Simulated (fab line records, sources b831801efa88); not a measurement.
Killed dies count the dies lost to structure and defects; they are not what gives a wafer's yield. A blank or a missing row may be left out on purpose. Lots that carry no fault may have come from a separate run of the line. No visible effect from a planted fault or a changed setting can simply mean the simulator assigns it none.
Struck lot and sound lot, side by side | flow sky130 | 24 out of 708 route steps
Sound: these wafers, L593.1, L593.4, L593.5. Struck: wafer L601.6; the same lot's L601.4 was not struck, so it is left out; see the end for the cause.
Order at every step that has rows: each side's tool, ch and its chambers, its first start. Under that, the readings that differ: sound wafers | struck wafers | difference of the means | sigmas: that difference in standard deviations of wafers without a fault.
alike: readings with means less than 2 such deviations apart, plus words and numbers identical on both sides. not compared: withheld readings, readings lacking a value on some wafer, bounds such as >300 that could conceal the same value, and numbers that have no deviation in the record and whose values overlap.
The two part at a step that has a row with sigmas, a row that says differs or no value, or rows on one side only. Numbers that don't overlap but have no deviation are shown without sigmas and don't part them. A reading missing from all wafers of one side parts the sides only when that side holds two or more wafers.

first, 6 steps without rows for these wafers: SKY_PWDE_HMDS_01 (prime time 60 s); SKY_PWDE_COAT_02 (resist thk 3000 nm); SKY_PWDE_SOFTBAKE_03; SKY_PWDE_EXPOSE_04 (exposes mask PWDEM, target cd 840 nm); SKY_PWDE_PEB_05; SKY_PWDE_DEVELOP_06 (develop time 60 s).
SKY_PWDE_OVL_MEAS_07:
  struck on overlay-01, day 6 00:26; sound on overlay-02, day 4 04:29
  alike: PWDE_OVL
next, for these wafers, 1 step has no rows: SKY_PWDE_IMPLANT_08.
SKY_PWDE_STRIP_09: strips in O2/N2.
  sound on plasmaAsher-04 ch 0,1, day 4 04:40; struck on plasmaAsher-01 ch 0, day 6 00:38
reading             | sound             | struck | difference | sigmas
oesProductAu (a.u.) | 0.731 0.727 0.725 | 0.715  | -0.013     | -3
  alike: drypumpMotorCurrentA, stripTimeToEndpointS
  not compared: rfHoursCounterH
SKY_PWDE_TW_MEAS_10:
  struck on filmMetro-01, day 6 00:44; sound on filmMetro-02, day 4 04:46
  alike: PWDE_TW
then, 2 steps without rows for these wafers: SKY_NWELL_DEHYDRATE_03 (time 60 s); SKY_NWELL_HMDS_04 (prime time 60 s).
SKY_NWELL_COAT_05: resist thk 3000 nm.
  sound on lithoTrack-04 ch 0, day 4 13:14; struck on lithoTrack-01 ch 0, day 6 10:16
reading                                | sound          | struck | difference | sigmas
model.coat_of_NWELL_COAT_05.thkNm (nm) | 3005 2998 3003 | 1838   | -1164      | 
then, 3 steps without rows for these wafers: SKY_NWELL_SOFTBAKE_06; SKY_NWELL_EXPOSE_07 (exposes mask NWM, target cd 840 nm); SKY_NWELL_PEB_08.
SKY_NWELL_DEVELOP_09: develop time 60 s.
  sound on lithoTrack-01 ch 0; struck on lithoTrack-04 ch 0
reading                                | sound          | struck | difference | sigmas
model.coat_of_NWELL_COAT_05.thkNm (nm) | 3001 2994 2999 | 1834   | -1164      | 
SKY_NWELL_OVL_MEAS_10:
  struck on overlay-02, day 6 20:14; sound on overlay-02, day 4 22:54
  alike: NWELL_00_OVL
then, 3 steps without rows for these wafers: SKY_NWELL_IMPLANT_11; SKY_NWELL_IMPLANT_12; SKY_NWELL_IMPLANT_13.
SKY_NWELL_STRIP_14: strips in O2/N2.
  sound on plasmaAsher-03 ch 0,1, day 4 23:23; struck on plasmaAsher-04 ch 1, day 6 20:45
reading                  | sound             | struck | difference | sigmas
drypumpMotorCurrentA (A) | 6.3 6.5 6.4       | 5.2    | -1.2       | -3
stripTimeToEndpointS (s) | 36.97 36.88 36.92 | 23.46  | -13.46     | -99 or more
  alike: oesProductAu
  not compared: rfHoursCounterH
SKY_NWELL_TW_MEAS_15:
  struck on filmMetro-03, day 6 20:50; sound on filmMetro-01, day 4 23:29
  alike: NWELL_TW
-- the record jumps here: 42 days lie between the struck wafers' starts before and after (it left off in module NWELL and takes up again in module PAD_OPEN, whose first step shown is number 708 of the route) --
SKY_PAD_OPEN_PROBE_99:
  struck on prober-01, day 48 09:32; sound on prober-01, day 46 16:55
reading                                | sound                         | struck    | difference | sigmas
killed_at_M0_to_M3                     | 54 46 53                      | 36        | -15        | -2
killedAtContacts                       | 36 28 30                      | 18        | -13        | -2
killedDies                             | 105 101 110                   | 71        | -34        | -4
killedOpen                             | 58 47 49                      | 35        | -16        | -2
killedShort                            | 46 54 59                      | 35        | -18        | -3
model.etest.pfet_16v.rOnOhmUm          | 1.507e+04 1.528e+04 1.446e+04 | 1.55e+04  | +5.63e+02  | 
model.etest.nfet_16v.rOnOhmUm          | 1.418e+04 1.405e+04 1.383e+04 | 1.361e+04 | -4.100e+02 | 
model.etest.resNwell.lineOhmUm         | 1129 1144 1088                | 997.7     | -122.6     | 
model.etest.resNwell.widthNm (nm)      | 835.2 840.2 837.8             | 927.9     | +90.2      | 
model.etest.resIsoPwell.widthNm (nm)   | 2649 2651 2648                | 2592      | -57        | 
model.etest.pfet_16v.driveUaUm         | 247.2 245.8 252.5             | 235.2     | -13.3      | 
model.etest.isoNwellNwell.leakLog10AUm | -13.57 -13.58 -13.6           | -12.7     | +0.9       | 
  alike: killed_at_M4_up, killedAtFrontEnd, killedAtOther

WHERE THEY PART
At SKY_PWDE_STRIP_09 first; at SKY_PAD_OPEN_PROBE_99 last (within this record only).

WHY: what had been put in by the simulator
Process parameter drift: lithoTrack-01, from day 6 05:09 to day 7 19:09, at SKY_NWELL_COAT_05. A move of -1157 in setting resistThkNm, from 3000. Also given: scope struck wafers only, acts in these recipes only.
